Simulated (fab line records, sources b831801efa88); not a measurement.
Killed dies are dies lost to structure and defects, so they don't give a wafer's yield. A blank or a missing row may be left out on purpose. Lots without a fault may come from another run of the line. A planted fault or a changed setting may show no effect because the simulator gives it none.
Problem report in the 8D (eight disciplines) form, filled by code | flow sky130 | the parts of the form that need people (team, actions taken, sign-off) are left out

1. THE PROBLEM
run_length_s at SKY_VIA1_ETCH_15 reads a mean of 73.0 s on 2 wafers of 2 lots; wafers without a fault read 82.1 s with a standard deviation of 0.46. That is -20 standard deviations from the usual mean.
The step: etches SiO2 in C4F8/O2/Ar, stops on TiN, target depth 351 nm, time 54 s.
First seen on wafer L193.4, day 39 06:14, on rie_diel-02. The record holds 18 wafers of 6 lots with a number at this step. Rule for "out", or "out of limits": more than 4 standard deviations from the usual mean. The other wafers with a number count as sound.

2. WHAT IT IS AND WHAT IT IS NOT
question                    | is                | is not
which readings at this step | run_length_s      | chamber_pressure_mTorr
which lots                  | L192, L193        | L185, L190, L195, L199
which wafers of those lots  | L192.1, L193.4    | L192.2, L192.3, L193.3, L193.6
read on which tools         | rie_diel-02       | rie_diel-01, rie_diel-04
when                        | from day 39 06:14 | up to then (8 sound wafers); but 8 sound wafers of L192, L195, L199 came after

3. SUSPECTS, AND WHAT RULES EACH OUT
Counting: a tool at a process step up to the reading stays a suspect if it ran every lot that is out. Sound lots after the first of them don't rule it out here, since some wafers of a struck lot are sound.
- rie_diel-02 at SKY_VIA1_ETCH_14 (etches BARC in N2/H2, stops on SiO2, time 45.9 s, target depth 60 nm): kept. It ran every lot that is out, first L193 (day 39 06:11); its last sound lot up to then is L190 (day 38 08:26).
- rie_diel-02 at SKY_VIA1_ETCH_15 (etches SiO2 in C4F8/O2/Ar, stops on TiN, target depth 351 nm, time 54 s): kept. It ran every lot that is out, first L193 (day 39 06:14); its last sound lot up to then is L190 (day 38 08:29). Its own readings are out on those wafers: run_length_s.
- Within rie_diel-02 at SKY_VIA1_ETCH_14: the wafers that are out ran in chamber 3; their sound lot-mates ran in chambers 0, 1, 2.
- Within rie_diel-02 at SKY_VIA1_ETCH_15: the wafers that are out ran in chamber 3; their sound lot-mates ran in chambers 0, 1, 2.
Left after counting: rie_diel-02 at SKY_VIA1_ETCH_14, rie_diel-02 at SKY_VIA1_ETCH_15.

4. THE CAUSE (what the simulator had put in)
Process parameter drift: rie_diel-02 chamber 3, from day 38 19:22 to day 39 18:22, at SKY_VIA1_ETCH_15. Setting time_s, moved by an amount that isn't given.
Counting left 2 suspects, and this tool is among them.

5. THE CHAIN OF EFFECTS, in route order
Each row: a reading whose mean over the struck wafers that have a number lies more than 3 standard deviations from the usual. Only readings for which the record gives a usual standard deviation are gone through. hours: the time from each lot's start at the first step in this table that gives one to its start at this step, as a median over the lots. sigmas: the change in usual standard deviations.
hours | step              | reading                  | usual   | on struck wafers | change | sigmas
0     | SKY_VIA1_ETCH_15  | run_length_s             | 82.1 s  | 73.0             | -9.1   | -20
0     | SKY_VIA1_STRIP_16 | strip_time_to_endpoint_s | 4.455 s | 4.582            | +0.127 | +6.3
The process steps in it:
- SKY_VIA1_ETCH_15: etches SiO2 in C4F8/O2/Ar, stops on TiN, target depth 351 nm, time 54 s.
- SKY_VIA1_STRIP_16: strips in O2/N2.
Readings that are blank on the struck wafers while sound wafers have them: rf_fwd_power_W at SKY_VIA1_ETCH_15.

6. WHAT WOULD HAVE CAUGHT IT SOONER
In this record the first reading out of limits was taken at day 39 06:14, 11 hours after the fault began at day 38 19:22.
